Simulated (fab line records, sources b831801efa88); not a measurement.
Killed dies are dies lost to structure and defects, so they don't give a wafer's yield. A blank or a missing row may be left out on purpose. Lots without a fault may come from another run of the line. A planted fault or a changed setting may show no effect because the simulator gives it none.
Split-lot experiment | flow sky130 | 5 lots, 23 wafers read, on a route of 708 steps

THE SPLIT
At SKY_LDD_N_IMPLANT_09, the setting energy_kev was moved away from the recipe's 20 on 5 of the 23 wafers read, by +1.5% to +3.9%. The other wafers ran this setting at the recipe's value.

The reading is taken at the split's own step.

THE READING
implant.drp_nm (the simulator's own value, which no gauge read), in nm, at SKY_LDD_N_IMPLANT_09. The file gives no usual value for it.

wafer  | tool, chamber at the split | energy_kev as run | against the recipe | implant.drp_nm, nm | against lot-mates on the recipe
L076.2 | implanter-02, 0            | 20                | recipe             | 7.212              | -
L076.3 | implanter-02, 0            | 20                | recipe             | 7.212              | -
L076.4 | implanter-02, 0            | 20                | recipe             | 7.212              | -
L076.5 | implanter-02, 0            | 20                | recipe             | 7.212              | -
L076.6 | implanter-02, 0            | 20                | recipe             | 7.212              | -
L080.1 | implanter-04, 0            | 20                | recipe             | 7.212              | -
L080.6 | implanter-04, 0            | 20                | recipe             | 7.212              | -
L080.3 | implanter-04, 0            | 20.31             | +1.5%              | 7.289              | +0.077
L080.4 | implanter-04, 0            | 20.31             | +1.5%              | 7.289              | +0.077
L080.5 | implanter-04, 0            | 20.31             | +1.5%              | 7.289              | +0.077
L081.1 | implanter-02, 0            | 20.79             | +3.9%              | 7.408              | +0.196
L081.6 | implanter-02, 0            | 20.79             | +3.9%              | 7.408              | +0.196
L081.2 | implanter-02, 0            | 20                | recipe             | 7.212              | -
L081.3 | implanter-02, 0            | 20                | recipe             | 7.212              | -
L081.4 | implanter-02, 0            | 20                | recipe             | 7.212              | -
L082.1 | implanter-04, 0            | 20                | recipe             | 7.212              | -
L082.2 | implanter-04, 0            | 20                | recipe             | 7.212              | -
L082.4 | implanter-04, 0            | 20                | recipe             | 7.212              | -
L082.5 | implanter-04, 0            | 20                | recipe             | 7.212              | -
L082.6 | implanter-04, 0            | 20                | recipe             | 7.212              | -
L084.3 | implanter-02, 0            | 20                | recipe             | 7.212              | -
L084.5 | implanter-02, 0            | 20                | recipe             | 7.212              | -
L084.6 | implanter-02, 0            | 20                | recipe             | 7.212              | -

THE FIT
A straight line over all 23 wafers: implant.drp_nm changes by +0.0496 nm for each +1% of energy_kev; r = +1.00; the points scatter about the line by 2.9e-05 nm.
The same after taking each lot's own level away (the mean of its wafers on the recipe; 23 wafers): +0.0496 nm for each +1%; r = +1.00; scatter 2.9e-05 nm.
On that fit, the largest move of energy_kev shifts the reading by 0.2 nm.
The lots' own levels span 7.2120 to 7.2120 nm.
So the lot-to-lot level changes the slope little: the two slopes agree.
Check: with one of the wafers moved furthest among these (+3.9%) left out of the fit, the line predicts +0.196 nm for it against its lot-mates. It came out at +0.196 nm against them.

OTHER SPLITS ON THESE WAFERS
These wafers also went through other splits before the reading. Each is held against what the fit with the lots' levels taken away leaves over:
other split on the same wafers         | wafers away from the commonest value | r with implant.drp_nm (lot level and that fit taken away)
SKY_VT_ADJUST_HVTR_SOFTBAKE_03 temp_c  | 8                                    | -0.09
SKY_VT_ADJUST_HVTR_IMPLANT_09 dose_cm2 | 10                                   | -0.03
SKY_SONOS_ONO_OXIDATION_00 ox_time_s   | 10                                   | +0.60
SKY_GATE_OXIDE_OXIDATION_01 ox_time_s  | 15                                   | +0.11
SKY_GATE_OXIDE_COAT_05 resist_thk_nm   | 9                                    | +0.27
SKY_RES_PROTECT_COAT_02 spin_rpm       | 10                                   | -0.24
SKY_POLY_GATE_COAT_07 spin_rpm         | 7                                    | +0.45
SKY_POLY_GATE_ETCH_17 over_etch_frac   | 5                                    | +0.21

THE WHOLE CHAIN: every reading that the file lists as answering this split, in the file's order
step                 | what it does | reading                                                         | change (the file's fit)                | r (the file's)
SKY_LDD_N_IMPLANT_09 |              | implant.rp_nm (the simulator's own value, which no gauge read)  | +0.116 nm for each +1% of the setting  | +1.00
SKY_LDD_N_IMPLANT_09 |              | implant.drp_nm (the simulator's own value, which no gauge read) | +0.0498 nm for each +1% of the setting | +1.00

THE FILE'S OWN FIT
implant.drp_nm changes by +0.0498 nm for each +1% of energy_kev, r = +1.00.
